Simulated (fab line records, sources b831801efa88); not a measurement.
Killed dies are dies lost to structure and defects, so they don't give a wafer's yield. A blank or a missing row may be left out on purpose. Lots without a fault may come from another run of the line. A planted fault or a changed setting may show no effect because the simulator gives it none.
Which tool did it? | flow sky130 | 24 lots, 72 wafers sampled, at 6 steps of a route of 708

WHAT THE GAUGES READ, wafer by wafer
SKY_VIA1_CD_MEAS_12: target cd 150 nm. Usual: cd_nm 150.0 nm, standard deviation 1.6.
lot  | measured     | on        | cd_nm (nm)        | flag
L074 | day 34 01:55 | cd_sem-01 | 150.2 150.4 150.3 |
L075 | day 34 12:13 | cd_sem-01 | 148.0 149.0 149.6 |
L076 | day 34 15:46 | cd_sem-02 | 151.1 153.1 151.5 |
L077 | day 35 08:44 | cd_sem-01 | 154.4 151.8 153.8 |
L079 | day 36 04:49 | cd_sem-01 | 150.1 147.1 148.2 |
L078 | day 36 06:05 | cd_sem-02 | 150.2 148.8 150.2 |
L080 | day 36 11:25 | cd_sem-01 | 148.4 149.2 150.3 |
L081 | day 36 12:56 | cd_sem-01 | 148.4 147.3 147.3 |
L082 | day 36 15:24 | cd_sem-01 | 152.1 151.6 151.6 |
L083 | day 37 01:38 | cd_sem-02 | 147.4 148.4 149.4 |
L084 | day 37 11:36 | cd_sem-02 | 150.5 151.1 150.8 |
L085 | day 37 16:32 | cd_sem-02 | 150.0 149.2 148.6 |
L087 | day 38 01:05 | cd_sem-02 | 146.1 146.9 147.9 |
L086 | day 38 00:45 | cd_sem-01 | 149.7 151.2 153.0 |
L088 | day 38 12:40 | cd_sem-01 | 150.1 149.6 151.2 |
L089 | day 38 13:50 | cd_sem-02 | 148.4 149.9 149.7 |
L090 | day 39 04:31 | cd_sem-02 | 151.4 151.5 149.5 |
L091 | day 39 09:47 | cd_sem-01 | 150.1 148.5 152.0 |
L092 | day 39 16:20 | cd_sem-01 | 150.7 149.2 150.8 |
L093 | day 39 23:47 | cd_sem-02 | 149.5 150.6 149.1 |
L095 | day 40 11:06 | cd_sem-02 | 150.2 151.6 149.9 |
L094 | day 40 12:41 | cd_sem-02 | 149.6 148.2 150.4 |
L096 | day 40 22:08 | cd_sem-01 | 150.8 151.3 150.9 |
L097 | day 41 03:27 | cd_sem-01 | 151.0 151.2 152.2 |

SKY_VIA1_OVL_MEAS_13. Usual: VIA1_OVL 2 nm, standard deviation 6.3.
lot  | measured     | on         | VIA1_OVL (nm) | flag
L074 | day 34 02:01 | overlay-02 | 2 0 -4        |
L075 | day 34 12:20 | overlay-01 | 9 7 5         |
L076 | day 34 15:52 | overlay-02 | -5 -5 -9      |
L077 | day 35 08:50 | overlay-01 | -2 1 -3       |
L079 | day 36 04:55 | overlay-02 | -3 -10 -6     |
L078 | day 36 06:10 | overlay-02 | 15 13 13      |
L080 | day 36 11:31 | overlay-01 | 7 8 5         |
L081 | day 36 13:04 | overlay-01 | -3 5 2        |
L082 | day 36 15:29 | overlay-01 | -1 6 0        |
L083 | day 37 01:46 | overlay-02 | -1 -4 0       |
L084 | day 37 11:41 | overlay-01 | 9 6 8         |
L085 | day 37 16:40 | overlay-02 | -7 -5 -3      |
L087 | day 38 01:11 | overlay-01 | -4 3 0        |
L086 | day 38 00:50 | overlay-02 | 0 -5 -5       |
L088 | day 38 12:47 | overlay-02 | 5 3 5         |
L089 | day 38 13:58 | overlay-02 | 5 4 6         |
L090 | day 39 04:38 | overlay-01 | 9 8 12        |
L091 | day 39 09:52 | overlay-02 | 8 5 5         |
L092 | day 39 16:28 | overlay-01 | 0 -3 -3       |
L093 | day 39 23:55 | overlay-01 | 5 10 10       |
L095 | day 40 11:11 | overlay-01 | 2 4 1         |
L094 | day 40 12:49 | overlay-01 | 2 0 14        |
L096 | day 40 22:14 | overlay-02 | -3 1 0        |
L097 | day 41 03:32 | overlay-01 | -3 -3 -2      |

SKY_VIA2_OVL_MEAS_13. Usual: VIA2_OVL 5 nm, standard deviation 5.4.
lot  | measured     | on         | VIA2_OVL (nm) | flag
L074 | day 36 10:47 | overlay-01 | 9 3 9         |
L075 | day 36 20:25 | overlay-01 | 10 -2 16      |
L076 | day 36 22:23 | overlay-02 | 7 6 3         |
L077 | day 37 16:11 | overlay-01 | -1 4 -7       |
L079 | day 38 10:52 | overlay-02 | 7 1 6         |
L078 | day 38 12:51 | overlay-01 | 11 1 12       |
L080 | day 38 17:23 | overlay-02 | 1 4 11        |
L081 | day 38 18:58 | overlay-01 | -4 -6 4       |
L082 | day 38 20:30 | overlay-02 | 8 -3 6        |
L083 | day 39 07:43 | overlay-01 | 12 4 8        |
L084 | day 39 17:26 | overlay-02 | 13 14 20      |
L085 | day 39 22:40 | overlay-01 | 1 6 1         |
L087 | day 40 07:04 | overlay-01 | 4 9 10        |
L086 | day 40 06:25 | overlay-01 | 4 3 6         |
L088 | day 40 17:31 | overlay-01 | 14 5 10       |
L089 | day 40 18:44 | overlay-01 | 1 8 6         |
L090 | day 41 09:10 | overlay-01 | -5 -6 2       |
L091 | day 41 14:50 | overlay-01 | 2 6 11        |
L092 | day 41 20:37 | overlay-01 | 3 -3 6        |
L093 | day 42 03:23 | overlay-01 | 4 -4 3        |
L095 | day 42 15:02 | overlay-02 | 1 1 2         |
L094 | day 42 20:16 | overlay-01 | 4 4 9         |
L096 | day 43 01:04 | overlay-02 | -1 6 3        |
L097 | day 43 06:32 | overlay-01 | 1 6 -4        |

SKY_PAD_OPEN_BOW_MEAS_13. Usual: PAD_OPEN_BOW 47 um, standard deviation 9.3.
lot  | measured     | on            | PAD_OPEN_BOW (um) | flag
L074 | day 45 22:22 | film_metro-04 | 62 51 46          |
L075 | day 46 04:07 | film_metro-04 | 50 45 35          |
L076 | day 46 08:47 | film_metro-01 | 55 57 56          |
L077 | day 46 21:01 | film_metro-01 | 49 41 44          |
L079 | day 47 12:19 | film_metro-01 | 49 37 29          |
L078 | day 47 14:30 | film_metro-01 | 35 42 45          |
L080 | day 47 18:43 | film_metro-01 | 53 32 44          |
L081 | day 47 19:47 | film_metro-03 | 45 36 42          |
L082 | day 47 20:49 | film_metro-01 | 42 53 48          |
L083 | day 48 06:45 | film_metro-04 | 64 70 56          |
L084 | day 48 13:31 | film_metro-03 | 53 42 43          |
L085 | day 48 17:27 | film_metro-03 | 37 55 38          |
L087 | day 48 23:35 | film_metro-03 | 40 47 43          |
L086 | day 48 20:58 | film_metro-04 | 53 53 47          |
L088 | day 49 05:42 | film_metro-03 | 53 42 41          |
L089 | day 49 07:07 | film_metro-01 | 59 63 66          |
L090 | day 49 20:10 | film_metro-01 | 34 41 28          |
L091 | day 49 22:43 | film_metro-04 | 61 44 36          |
L092 | day 50 02:31 | film_metro-03 | 48 53 43          |
L093 | day 50 08:57 | film_metro-01 | 30 46 34          |
L095 | day 50 15:33 | film_metro-04 | 36 29 41          |
L094 | day 50 19:08 | film_metro-04 | 48 48 43          |
L096 | day 50 22:53 | film_metro-03 | 41 48 49          |
L097 | day 51 02:04 | film_metro-04 | 43 54 44          |

WHICH TOOL RAN EACH LOT (tool, then ch and the chambers of the sampled wafers, then the start)
lot  | SKY_LI_CONTACT_ETCH_15             | SKY_METAL3_STRIP_19
L074 | rie_diel-03 ch 0,1,3, day 29 07:49 | plasma_asher-04 ch 1, day 38 15:47
L075 | rie_diel-04 ch 0,1,3, day 29 17:28 | plasma_asher-02 ch 0,1, day 39 01:16
L076 | rie_diel-02 ch 0,1,3, day 30 00:02 | plasma_asher-02 ch 0, day 39 04:49
L077 | rie_diel-04 ch 2,3, day 30 15:25   | plasma_asher-04 ch 0,1, day 39 22:05
L079 | rie_diel-03 ch 2,3, day 31 10:19   | plasma_asher-02 ch 0,1, day 40 15:56
L078 | rie_diel-04 ch 0,3, day 31 11:11   | plasma_asher-04 ch 0,1, day 40 18:19
L080 | rie_diel-04 ch 2,3, day 31 17:38   | plasma_asher-04 ch 0,1, day 40 21:34
L081 | rie_diel-04 ch 1,3, day 31 18:38   | plasma_asher-02 ch 0,1, day 40 22:55
L082 | rie_diel-04 ch 0,1,2, day 31 23:17 | plasma_asher-02 ch 0,1, day 41 00:27
L083 | rie_diel-03 ch 0,1,3, day 32 10:23 | plasma_asher-02 ch 0,1, day 41 11:56
L084 | rie_diel-04 ch 1,2, day 32 20:32   | plasma_asher-03 ch 0,1, day 41 21:11
L085 | rie_diel-02 ch 1,2,3, day 33 00:02 | plasma_asher-03 ch 0,1, day 42 01:30
L087 | rie_diel-02 ch 0,2,3, day 33 09:38 | plasma_asher-04 ch 0,1, day 42 09:50
L086 | rie_diel-02 ch 0,1,2, day 33 10:43 | plasma_asher-02 ch 0,1, day 42 09:10
L088 | rie_diel-03 ch 0,1, day 33 21:17   | plasma_asher-02 ch 0,1, day 42 19:58
L089 | rie_diel-02 ch 1,2,3, day 34 00:14 | plasma_asher-04 ch 0,1, day 42 20:44
L090 | rie_diel-04 ch 1,2, day 34 14:01   | plasma_asher-02 ch 0,1, day 43 11:16
L091 | rie_diel-02 ch 0,1,2, day 34 21:59 | plasma_asher-04 ch 0,1, day 43 16:46
L092 | rie_diel-03 ch 0,2, day 35 03:13   | plasma_asher-04 ch 0,1, day 43 21:28
L093 | rie_diel-03 ch 1,2,3, day 35 11:11 | plasma_asher-04 ch 0,1, day 44 04:23
L095 | rie_diel-04 ch 0,3, day 35 23:38   | plasma_asher-04 ch 0,1, day 44 15:29
L094 | rie_diel-03 ch 2,3, day 36 01:32   | plasma_asher-04 ch 0, day 44 19:31
L096 | rie_diel-02 ch 1,2,3, day 36 12:32 | plasma_asher-03 ch 0,1, day 45 00:16
L097 | rie_diel-02 ch 0,2,3, day 36 16:40 | plasma_asher-02 ch 0,1, day 45 05:19
- SKY_LI_CONTACT_ETCH_15: etches PSG in C4F8/O2/Ar, stops on Si, target depth 600 nm.
- SKY_METAL3_STRIP_19: strips in O2/N2.

WHAT THE TOOLS THEMSELVES READ (means of the sampled wafers that have a number; where no wafer has one, the mark that the record gives instead)
SKY_LI_CONTACT_ETCH_15. Usual: oes_product_au 0.838 a.u., standard deviation 0.0047.
lot  | tool        | oes_product_au (a.u.) | flag
L074 | rie_diel-03 | 0.839                 |
L075 | rie_diel-04 | 0.833                 |
L076 | rie_diel-02 | 0.832                 |
L077 | rie_diel-04 | 0.837                 |
L079 | rie_diel-03 | 0.838                 |
L078 | rie_diel-04 | 0.839                 |
L080 | rie_diel-04 | 0.841                 |
L081 | rie_diel-04 | 0.835                 |
L082 | rie_diel-04 | 0.837                 |
L083 | rie_diel-03 | 0.833                 |
L084 | rie_diel-04 | 0.836                 |
L085 | rie_diel-02 | 0.833                 |
L087 | rie_diel-02 | 0.837                 |
L086 | rie_diel-02 | 0.840                 |
L088 | rie_diel-03 | 0.838                 |
L089 | rie_diel-02 | 0.840                 |
L090 | rie_diel-04 | 0.837                 |
L091 | rie_diel-02 | 0.838                 |
L092 | rie_diel-03 | 0.839                 |
L093 | rie_diel-03 | 0.838                 |
L095 | rie_diel-04 | 0.838                 |
L094 | rie_diel-03 | 0.837                 |
L096 | rie_diel-02 | 0.834                 |
L097 | rie_diel-02 | 0.841                 |

SKY_METAL3_STRIP_19. Usual: drypump_motor_current_A 5.9 A, standard deviation 0.48; oes_product_au 0.503 a.u., standard deviation 0.0065; strip_time_to_endpoint_s 6.54 s, standard deviation 0.1.
lot  | tool            | drypump_motor_current_A (A) | oes_product_au (a.u.) | strip_time_to_endpoint_s (s) | flag
L074 | plasma_asher-04 | 6.4                         | 0.500                 | 6.50                         |
L075 | plasma_asher-02 | 5.9                         | 0.493                 | 6.44                         |
L076 | plasma_asher-02 | 5.9                         | 0.496                 | 6.36                         |
L077 | plasma_asher-04 | 6.1                         | 0.502                 | 6.57                         |
L079 | plasma_asher-02 | 5.9                         | 0.507                 | 6.65                         |
L078 | plasma_asher-04 | 5.5                         | 0.501                 | 6.43                         |
L080 | plasma_asher-04 | 6.0                         | 0.505                 | 6.52                         |
L081 | plasma_asher-02 | 5.9                         | 0.498                 | 6.43                         |
L082 | plasma_asher-02 | 5.9                         | 0.504                 | 6.61                         |
L083 | plasma_asher-02 | 5.9                         | 0.501                 | 6.52                         |
L084 | plasma_asher-03 | 6.2                         | 0.503                 | 6.54                         |
L085 | plasma_asher-03 | 6.4                         | 0.506                 | 6.63                         |
L087 | plasma_asher-04 | 5.6                         | 0.509                 | 6.57                         |
L086 | plasma_asher-02 | 5.9                         | 0.503                 | 6.57                         |
L088 | plasma_asher-02 | 5.9                         | 0.503                 | 6.51                         |
L089 | plasma_asher-04 | 6.0                         | 0.498                 | 6.45                         |
L090 | plasma_asher-02 | 5.9                         | 0.509                 | 6.69                         |
L091 | plasma_asher-04 | 6.0                         | 0.508                 | 6.68                         |
L092 | plasma_asher-04 | 5.5                         | 0.509                 | 6.63                         |
L093 | plasma_asher-04 | 5.5                         | 0.502                 | 6.50                         |
L095 | plasma_asher-04 | 5.5                         | 0.505                 | 6.57                         |
L094 | plasma_asher-04 | 5.1                         | 0.499                 | 6.56                         |
L096 | plasma_asher-03 | 6.2                         | 0.498                 | 6.48                         |
L097 | plasma_asher-02 | 5.9                         | 0.510                 | 6.63                         |

THE ANSWER, worked out from the rows above alone
Rule: a lot is off if the mean of its wafers that have a number lies more than 3 standard deviations from the usual mean. A lot without any number at a reading at which 4 lots or more have one is off too. The other lots that the step has rows for count as sound. The gauges are gone through in route order, then the tools' own readings, and for those a lot's mean is taken as printed above. The first step at which some lot is off is used, and at that step the reading that is off furthest; a lot without a number counts as furthest.
No lot is off at any reading shown: from this, nothing can be told.

WHAT THE SIMULATOR HAD PUT IN
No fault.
